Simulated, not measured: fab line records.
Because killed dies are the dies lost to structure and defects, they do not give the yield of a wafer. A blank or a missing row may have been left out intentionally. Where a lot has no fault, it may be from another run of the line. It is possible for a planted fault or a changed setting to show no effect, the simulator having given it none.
Problem report, 8D (eight disciplines) form, completed by code + flow sky130 + the parts of the form that need people (team, actions taken, sign-off) are left out

== 1. WHAT WENT WRONG ==
Mean LI_CONTACT_W_RS at SKY_LI_CONTACT_RS_MEAS_22: 0.2572 ohm/sq over 9 wafers in 3 lots; fault-free wafers: 0.2943 ohm/sq, standard deviation 0.0028. Relative to the usual mean, that is a shift of -13 standard deviations.
The step: measures by four-point-probe.
First observed at day 33 23:22: wafer L741.1, on filmMetro-02. The record holds 33 wafers of 11 lots with a number at this step. Rule for "out" (also "out of limits"): further than 4 standard deviations from the usual mean. Any other wafer with a number is counted as sound.

== 2. WHAT IT IS; WHAT IT IS NOT ==
| question                    | is                     | is not                                                              |
|-----------------------------|------------------------|---------------------------------------------------------------------|
| which readings at this step | LI_CONTACT_W_RS        | -                                                                   |
| which lots                  | L741, L743, L745       | L729, L731, L733, L734, L736, L740, L742, L744                      |
| which wafers of those lots  | all that have a number | -                                                                   |
| read on which gauges        | filmMetro-02           | filmMetro-01, filmMetro-03                                          |
| when                        | from day 33 23:22      | up to then (21 sound wafers); but 3 sound wafers of L744 came after |

== 3. SUSPECTS, AND WHAT RULES EACH OUT ==
Counting: a tool stays on the suspect list if, at a process step up to the reading, it processed all lots that are out and no sound lot following the first of them.
- the gauge at SKY_LI_CONTACT_RS_MEAS_22 is ruled out. All the wafers that are out were read on filmMetro-02, but those of them that SKY_LI_CONTACT_CMP_24 has rows for are out there too, on other tools.
- cvdW-01 at SKY_LI_CONTACT_CVD_21 (deposits W, target thk 400 nm, time 120.56 s): kept. It processed each lot that is out, first L741 at day 33 23:14, and no sound lot thereafter; up to then, the last sound lot it processed was L740 at day 33 04:59.
Remaining after the count: cvdW-01 at SKY_LI_CONTACT_CVD_21.

== 4. THE CAUSE (what the simulator had put in) ==
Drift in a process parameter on cvdW-01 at SKY_LI_CONTACT_CVD_21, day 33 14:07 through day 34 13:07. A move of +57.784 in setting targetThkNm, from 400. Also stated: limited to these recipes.
The count eliminated every tool but this one.

== 5. SEQUENCE OF EFFECTS, ordered by route ==
Rows list readings where the struck wafers' mean (over those with a number) sits beyond 3 standard deviations from the usual. Only readings for which the record gives a usual standard deviation are gone through. hours: the time from each lot's start at the first step in this table that gives one to its start at this step, as a median over the lots. sigmas: the change in usual standard deviations.
| hours | step                       | reading          | usual         | on struck wafers | change  | sigmas |
|-------|----------------------------|------------------|---------------|------------------|---------|--------|
| 0     | SKY_LI_CONTACT_RS_MEAS_22  | LI_CONTACT_W_RS  | 0.2943 ohm/sq | 0.2572           | -0.0371 | -13    |
| 0     | SKY_LI_CONTACT_THK_MEAS_23 | LI_CONTACT_W_THK | 389 nm        | 437              | +48     | +8.0   |
| 0     | SKY_LI_CONTACT_CMP_24      | timeToEndpointS  | 91 s          | 108              | +17     | +5.4   |
The process steps in it:
- SKY_LI_CONTACT_CMP_24: polishes, stops on PSG, t overpolish 20 s, target thk 0 nm.

== 6. WHAT WOULD HAVE CAUGHT IT SOONER ==
The first out-of-limits reading at a measuring or inspecting step in this record came at day 33 23:22, 9 hours after the fault's start at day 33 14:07.
No tool reading at SKY_LI_CONTACT_CVD_21 that has a usual standard deviation in the record was out on any struck wafer, so an alarm limit of 4 standard deviations on those readings would not have fired.
Of the lots that are out (3), L743, L745 began SKY_LI_CONTACT_CVD_21 on cvdW-01 after day 33 23:22. A hold on the tool at that time would have spared those 2.
